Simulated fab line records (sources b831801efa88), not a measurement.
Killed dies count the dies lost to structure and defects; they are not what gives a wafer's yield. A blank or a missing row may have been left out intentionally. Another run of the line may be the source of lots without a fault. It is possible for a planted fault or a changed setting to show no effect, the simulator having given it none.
fab line records	flow sfq_line
record lots=13	wafers=39	last_day=81
route steps=325 shown M0@29 M5@204 I6@277
lots that met no fault: from a run of the same line without faults
start_h: start of the lot's first displayed wafer, in hours after the record's first day	wait_h: time in hours since the lot's previous step	" identical to the entry in the row above	L1.1+2: several wafers, shown together as one row	- no value, or no start given	* or withheld: withheld	< > ~ a bound
route shown NAME@n: a module of which the file shows steps, and the number in the route of the first	usual: the fault-free wafers' mean and standard deviation	same: alike in all rows	chamber/n: place in a boat	sites: readings site by site	_std_site: the standard deviation of these	_edge_site: mean of outer sites minus mean of inner sites	radius_mm: how far each site lies from the wafer's centre	mask NAME#n: copy n	behind: the most recent tool/chamber to have shaped the wafer	hold: reason for holding the lot/hours on hold/outcome of the hold	device: whichever transistor did not switch (one of n, p or np)	end of line: tests run on the same wafers once the route is complete	where a step has no rows: the recipe by itself	killed: at the first sort, the dies lost to defects and structure; wafer yield is something else	map: a wafer's dies, x killed, . not, _ none there
set.NAME: the run value of the setting; set.NAME@STEP: its run value at that earlier step	model.NAME: the simulator's own value behind a step, which no gauge read
a sample of lots followed through the steps of the route, with each step as a table and each wafer as a row
services: the hour from which a tool's chamber was out of use, counted from the record's first day as start_h (under 0 if before that day), plus the number of hours and why
## steps
# step SFQ_TRILAYER_M0_DEP_SPUTTER_019
# recipe material=Nb	base_pressure_pa=1.33e-06	chamber_pressure_pa=0.1333	substrate_temp_c=20	resputter_cathode_voltage_v=400	target_thk_nm=200	power_w=2000	time_s=133.3
# usual throttle_valve_pct=30.4/1
lot.wafer	tool	chamber	start_h	wait_h	throttle_valve_pct
L500.1	pvd_sputter-06	-	96.04	0.0	31.4
L500.2	"	-	"	"	28.6
L500.5	"	-	"	"	28.6
L501.1	pvd_sputter-03	-	98.44	0.0	29.7
L501.2	"	-	"	"	29.9
L501.3	"	-	"	"	32.5
L502.2	pvd_sputter-03	-	102.04	0.0	30.9
L502.4	"	-	"	"	32.5
L502.6	"	-	"	"	29.9
L503.3	pvd_sputter-04	-	110.44	0.0	30.9
L503.4	"	-	"	"	29.0
L503.6	"	-	"	"	29.1
L504.1	pvd_sputter-04	-	115.24	0.0	30.9
L504.2	"	-	"	"	30.5
L504.6	"	-	"	"	29.4
L506.3	pvd_sputter-03	-	129.66	0.0	30.0
L506.4	"	-	"	"	32.2
L506.6	"	-	"	"	32.2
L507.2	pvd_sputter-04	-	134.44	0.0	30.6
L507.3	"	-	"	"	30.6
L507.6	"	-	"	"	30.4
L508.2	pvd_sputter-04	-	139.24	0.0	29.1
L508.3	"	-	"	"	30.8
L508.4	"	-	"	"	30.7
L509.4	pvd_sputter-03	-	150.79	0.0	31.2
L509.5	"	-	"	"	32.4
L509.6	"	-	"	"	29.6
L510.1	pvd_sputter-04	-	153.19	0.0	29.2
L510.3	"	-	"	"	31.1
L510.6	"	-	"	"	29.3
L513.3	pvd_sputter-03	-	212.54	0.0	29.2
L513.4	"	-	"	"	30.2
L513.5	"	-	"	"	30.6
L514.2	pvd_sputter-03	-	219.74	0.0	32.4
L514.4	"	-	"	"	29.4
L514.5	"	-	"	"	31.2
L520.1	pvd_sputter-03	-	247.49	0.0	31.0
L520.3	"	-	"	"	29.4
L520.5	"	-	"	"	30.1
# step SFQ_M0_RS_MEAS_904
# recipe thk_meas_gauge=four-point-probe	reads=Nb_of_TRILAYER_M0_DEP_SPUTTER_019
# usual M0_NB_RS=0.888/0.0095
lot.wafer	tool	chamber	start_h	wait_h	M0_NB_RS[ohm/sq]
L500.1	film_metro-02	-	96.13	0.0	0.873
L500.2	"	-	"	"	0.880
L500.5	"	-	"	"	0.875
L501.1	film_metro-03	-	98.53	0.0	0.898
L501.2	"	-	"	"	0.894
L501.3	"	-	"	"	0.899
L502.2	film_metro-02	-	102.15	0.1	0.902
L502.4	"	-	"	"	0.899
L502.6	"	-	"	"	0.895
L503.3	film_metro-02	-	110.57	0.1	0.889
L503.4	"	-	"	"	0.889
L503.6	"	-	"	"	0.888
L504.1	film_metro-03	-	115.33	0.0	0.893
L504.2	"	-	"	"	0.904
L504.6	"	-	"	"	0.890
L506.3	film_metro-03	-	129.79	0.1	0.887
L506.4	"	-	"	"	0.887
L506.6	"	-	"	"	0.897
L507.2	film_metro-02	-	134.55	0.1	0.888
L507.3	"	-	"	"	0.884
L507.6	"	-	"	"	0.889
L508.2	film_metro-03	-	139.35	0.1	0.883
L508.3	"	-	"	"	0.893
L508.4	"	-	"	"	0.880
L509.4	film_metro-02	-	150.94	0.1	0.901
L509.5	"	-	"	"	0.912
L509.6	"	-	"	"	0.897
L510.1	film_metro-02	-	153.28	0.0	0.902
L510.3	"	-	"	"	0.903
L510.6	"	-	"	"	0.897
L513.3	film_metro-03	-	212.67	0.1	0.878
L513.4	"	-	"	"	0.874
L513.5	"	-	"	"	0.878
L514.2	film_metro-03	-	219.85	0.1	0.897
L514.4	"	-	"	"	0.892
L514.5	"	-	"	"	0.888
L520.1	film_metro-03	-	247.58	0.0	0.879
L520.3	"	-	"	"	1.256
L520.5	"	-	"	"	0.880
# step SFQ_TRILAYER_M0_ETCH_METAL_ETCH_024
# recipe target=Nb	stop_on=SiO2	mask_material=PR	chemistry=Cl2/Ar	target_depth_nm=240	icp_w=600	bias_w=80	pressure_mtorr=10	time_s=120
# usual drypump_motor_current_A=5.4/0.53	oes_product_au=0.896/0.0071
lot.wafer	tool	chamber	start_h	wait_h	drypump_motor_current_A	oes_product_au	rf_hours_counter_h
L500.1	rie_metal-02	0	110.93	0.0	6.4	0.911	184
L500.2	"	1	"	"	5.6	0.903	168
L500.5	"	1	"	"	5.6	0.903	-
L501.1	rie_metal-03	0	114.53	0.0	6.1	0.894	143
L501.2	"	1	"	"	5.0	0.894	183
L501.3	"	1	"	"	4.9	0.884	-
L502.2	rie_metal-04	0	118.13	0.0	5.3	0.883	17
L502.4	"	1	"	"	5.0	0.891	-
L502.6	"	0	"	"	5.2	0.891	-
L503.3	rie_metal-02	1	125.38	0.1	5.6	0.890	-
L503.4	"	0	"	"	6.4	0.890	-
L503.6	"	1	"	"	5.6	0.899	-
L504.1	rie_metal-03	0	136.09	0.0	6.0	0.893	146
L504.2	"	1	"	"	5.0	0.891	185
L504.6	"	0	"	"	6.0	0.897	-
L506.3	rie_metal-03	0	153.03	0.1	6.0	0.892	-
L506.4	"	1	"	"	4.9	0.901	-
L506.6	"	1	"	"	4.9	0.882	-
L507.2	rie_metal-03	0	157.79	0.0	6.0	0.886	149
L507.3	"	1	"	"	5.0	0.893	-
L507.6	"	0	"	"	6.1	0.906	-
L508.2	rie_metal-03	1	162.59	0.0	4.9	0.899	189
L508.3	"	0	"	"	6.1	0.890	-
L508.4	"	1	"	"	4.9	0.899	-
L509.4	rie_metal-03	0	171.03	0.1	6.0	0.885	-
L509.5	"	1	"	"	5.0	0.882	-
L509.6	"	0	"	"	6.0	0.886	-
L510.1	rie_metal-03	1	174.59	0.0	5.0	0.883	190
L510.3	"	1	"	"	5.0	0.896	-
L510.6	"	1	"	"	5.0	0.889	-
L513.3	rie_metal-04	0	231.26	0.1	5.2	0.902	-
L513.4	"	1	"	"	5.0	0.902	-
L513.5	"	1	"	"	5.0	0.896	-
L514.2	rie_metal-04	1	240.81	0.0	5.0	0.892	132
L514.4	"	1	"	"	5.0	0.894	-
L514.5	"	1	"	"	5.0	0.896	-
L520.1	rie_metal-03	1	283.56	0.0	4.9	0.907	13
L520.3	"	1	"	"	4.9	0.744	-
L520.5	"	0	"	"	6.0	0.897	-
# step SFQ_M5_OVL_MEAS_932
# usual M5_OVL=1/3.7
lot.wafer	tool	chamber	start_h	wait_h	M5_OVL[nm]
L500.1	overlay-02	-	1380.57	0.1	7
L500.2	"	-	"	"	3
L500.5	"	-	"	"	2
L501.1	overlay-02	-	1382.97	0.1	6
L501.2	"	-	"	"	-2
L501.3	"	-	"	"	-4
L502.2	overlay-02	-	1384.17	0.1	-2
L502.4	"	-	"	"	-3
L502.6	"	-	"	"	-7
L503.3	overlay-02	-	1394.98	0.1	3
L503.4	"	-	"	"	3
L503.6	"	-	"	"	2
L504.1	overlay-02	-	1398.57	0.1	6
L504.2	"	-	"	"	8
L504.6	"	-	"	"	3
L506.3	overlay-02	-	1403.38	0.1	-9
L506.4	"	-	"	"	1
L506.6	"	-	"	"	-6
L507.2	overlay-02	-	1404.57	0.1	2
L507.3	"	-	"	"	1
L507.6	"	-	"	"	2
L508.2	overlay-02	-	1406.97	0.1	-3
L508.3	"	-	"	"	1
L508.4	"	-	"	"	-7
L509.4	overlay-01	-	1409.38	0.1	3
L509.5	"	-	"	"	0
L509.6	"	-	"	"	0
L510.1	overlay-01	-	1411.77	0.1	-5
L510.3	"	-	"	"	-4
L510.6	"	-	"	"	-2
L513.3	overlay-01	-	1464.58	0.1	0
L513.4	"	-	"	"	0
L513.5	"	-	"	"	7
L514.2	overlay-01	-	1468.17	0.1	-3
L514.4	"	-	"	"	-1
L514.5	"	-	"	"	1
L520.1	overlay-01	-	1629.57	0.1	-1
L520.3	"	-	"	"	0
L520.5	"	-	"	"	-3
# step SFQ_TRILAYER_M5_STRIP_STRIP_127
# recipe gas=O2	power_w=200	platen_temp_c=40	overash_fraction=0.65	chemistry=O2	pressure_mtorr=50
# usual drypump_motor_current_A=5.5/0.48	oes_product_au=0.999/0.0085
lot.wafer	tool	chamber	start_h	wait_h	drypump_motor_current_A	oes_product_au	rf_hours_counter_h
L500.1	rie_metal-03	1	1380.86	0.1	4.9	0.999	33
L500.2	"	0	"	"	6.0	0.992	9
L500.5	"	1	"	"	4.9	1.003	-
L501.1	rie_metal-01	1	1383.26	0.1	5.5	0.989	2
L501.2	"	0	"	"	6.1	0.998	55
L501.3	"	1	"	"	5.5	0.977	-
L502.2	rie_metal-04	1	1384.46	0.1	5.0	1.002	128
L502.4	"	1	"	"	5.0	1.008	-
L502.6	"	1	"	"	5.0	0.998	-
L503.3	rie_metal-03	0	1395.46	0.3	6.0	1.011	-
L503.4	"	1	"	"	5.0	0.997	-
L503.6	"	0	"	"	6.1	0.998	-
L504.1	rie_metal-04	1	1398.86	0.1	5.0	1.002	131
L504.2	"	0	"	"	5.3	1.001	61
L504.6	"	1	"	"	5.0	0.994	-
L506.3	rie_metal-04	1	1403.86	0.3	5.0	1.004	-
L506.4	"	0	"	"	5.3	1.013	-
L506.6	"	0	"	"	5.3	1.009	-
L507.2	rie_metal-01	1	1404.86	0.1	5.5	0.992	6
L507.3	"	0	"	"	6.1	0.995	-
L507.6	"	0	"	"	6.1	0.997	-
L508.2	rie_metal-01	0	1407.26	0.1	6.1	1.006	59
L508.3	"	0	"	"	6.1	0.995	-
L508.4	"	1	"	"	5.5	0.990	-
L509.4	rie_metal-03	1	1409.86	0.3	5.0	1.005	-
L509.5	"	1	"	"	4.9	0.994	-
L509.6	"	0	"	"	6.0	0.996	-
L510.1	rie_metal-03	1	1412.06	0.1	4.9	1.003	39
L510.3	"	1	"	"	5.0	0.998	-
L510.6	"	0	"	"	6.0	0.988	-
L513.3	rie_metal-03	1	1465.21	0.4	5.0	1.006	-
L513.4	"	0	"	"	6.0	1.010	-
L513.5	"	0	"	"	6.0	1.002	-
L514.2	rie_metal-01	1	1468.46	0.1	5.5	1.001	16
L514.4	"	1	"	"	5.5	1.004	-
L514.5	"	0	"	"	6.1	1.003	-
L520.1	rie_metal-03	1	1629.86	0.1	5.0	1.002	66
L520.3	"	0	"	"	6.0	0.996	-
L520.5	"	0	"	"	6.0	0.998	-
# step SFQ_TRILAYER_I6_VIA_BARC_OPEN_VIA_ETCH_235
# recipe mask_material=PR	chemistry=O2	target_depth_nm=125	target=BARC	source_w=500	bias_w=80	pressure_mtorr=30	time_s=41.7
# usual drypump_motor_current_A=5.8/0.58	oes_product_au=0.685/0.0046
lot.wafer	tool	chamber	start_h	wait_h	drypump_motor_current_A	oes_product_au	rf_hours_counter_h
L500.1	rie_diel-04	2	1612.99	0.0	5.6	0.694	20
L500.2	"	1	"	"	6.2	0.684	9
L500.5	"	2	"	"	5.7	0.679	-
L501.1	rie_diel-04	2	1633.39	0.0	5.6	0.694	21
L501.2	"	0	"	"	5.5	0.684	17
L501.3	"	3	"	"	6.2	0.682	14
L502.2	rie_diel-03	1	1636.99	0.0	6.5	0.687	15
L502.4	"	2	"	"	6.5	0.683	3
L502.6	"	1	"	"	6.5	0.687	-
L503.3	rie_diel-03	2	1662.20	0.0	6.5	0.672	4
L503.4	"	3	"	"	5.2	0.683	1
L503.6	"	2	"	"	6.5	0.695	-
L504.1	rie_diel-03	0	1664.60	0.0	5.1	0.686	9
L504.2	"	3	"	"	5.3	0.684	1
L504.6	"	0	"	"	5.1	0.683	-
L506.3	rie_diel-03	3	1673.00	0.0	5.3	0.686	1
L506.4	"	2	"	"	6.5	0.687	4
L506.6	"	3	"	"	5.2	0.685	-
L507.2	rie_diel-03	1	1681.04	0.0	6.5	0.684	16
L507.3	"	3	"	"	5.2	0.686	1
L507.6	"	1	"	"	6.5	0.686	-
L508.2	rie_diel-02	2	1685.84	0.0	5.6	0.685	3
L508.3	"	3	"	"	5.8	0.686	2
L508.4	"	0	"	"	6.4	0.685	18
L509.4	rie_diel-02	3	1691.84	0.0	5.8	0.678	2
L509.5	"	3	"	"	5.8	0.681	-
L509.6	"	2	"	"	5.6	0.683	-
L510.1	rie_diel-02	1	1697.84	0.0	4.8	0.689	18
L510.3	"	0	"	"	6.3	0.689	18
L510.6	"	3	"	"	5.8	0.682	-
L513.3	rie_diel-04	1	1731.24	0.0	6.2	0.686	12
L513.4	"	1	"	"	6.3	0.680	-
L513.5	"	0	"	"	5.5	0.682	-
L514.2	rie_diel-03	2	1733.64	0.0	6.5	0.688	5
L514.4	"	0	"	"	5.1	0.687	10
L514.5	"	1	"	"	6.5	0.690	-
L520.1	rie_diel-03	3	1782.48	0.0	5.3	0.682	3
L520.3	"	0	"	"	5.1	0.695	10
L520.5	"	0	"	"	5.1	0.688	-
## services
tool	chamber	start_h	hours	kind
pvd_sputter-03	-	95.81	1.8	repair
rie_diel-03	1	97.72	2.7	repair
rie_metal-03	1	98.22	2.1	repair
rie_metal-03	-	116.44	2.8	pm
rie_diel-03	2	128.09	6.2	repair
rie_diel-03	-	158.55	15.6	pm
rie_metal-03	1	165.27	4.8	repair
rie_diel-03	0	176.75	2.4	repair
rie_diel-03	0	187.89	10.4	repair
rie_diel-03	2	209.47	2.8	repair
rie_metal-03	0	238.20	26.6	repair
pvd_sputter-03	-	241.48	3.8	repair
pvd_sputter-03	-	251.12	5.0	repair
rie_metal-03	-	262.89	1.4	pm
rie_metal-03	1	297.10	3.9	repair
rie_metal-03	-	466.16	14.6	pm
rie_metal-03	-	520.56	0.2	repair
rie_metal-03	-	574.20	4.0	pm
rie_metal-03	0	674.93	2.2	repair
rie_metal-03	0	781.39	11.5	repair
rie_metal-03	0	878.83	2.5	repair
rie_metal-03	-	882.87	0.7	repair
rie_metal-03	-	1216.44	2.8	pm
rie_metal-03	0	1267.37	15.5	repair
## key
first_sign step=SFQ_M0_RS_MEAS_904	reading=M0_NB_RS	direction=up	sigmas=39	usual=0.888	struck=1.256
effect step=SFQ_TRILAYER_M0_ETCH_METAL_ETCH_024	reading=oes_product_au	direction=down	sigmas=21	usual=0.896	struck=0.744
met_at SFQ_TRILAYER_M0_DEP_SPUTTER_019
struck_lots L520
struck_wafers L520.3
not_acting_at SFQ_M5_OVL_MEAS_932,SFQ_TRILAYER_M5_STRIP_STRIP_127,SFQ_TRILAYER_I6_VIA_BARC_OPEN_VIA_ETCH_235
onset_between 219.74 247.49
fault kind=process_parameter_drift	tool=pvd_sputter-03	chamber=-	onset_h=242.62	steps=SFQ_TRILAYER_M0_DEP_SPUTTER_019	channel=target_thk_nm	offset=-59.654	shape=step	end_h=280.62	acts_in=these_recipes_only	stated=200	scope=struck_wafers_only
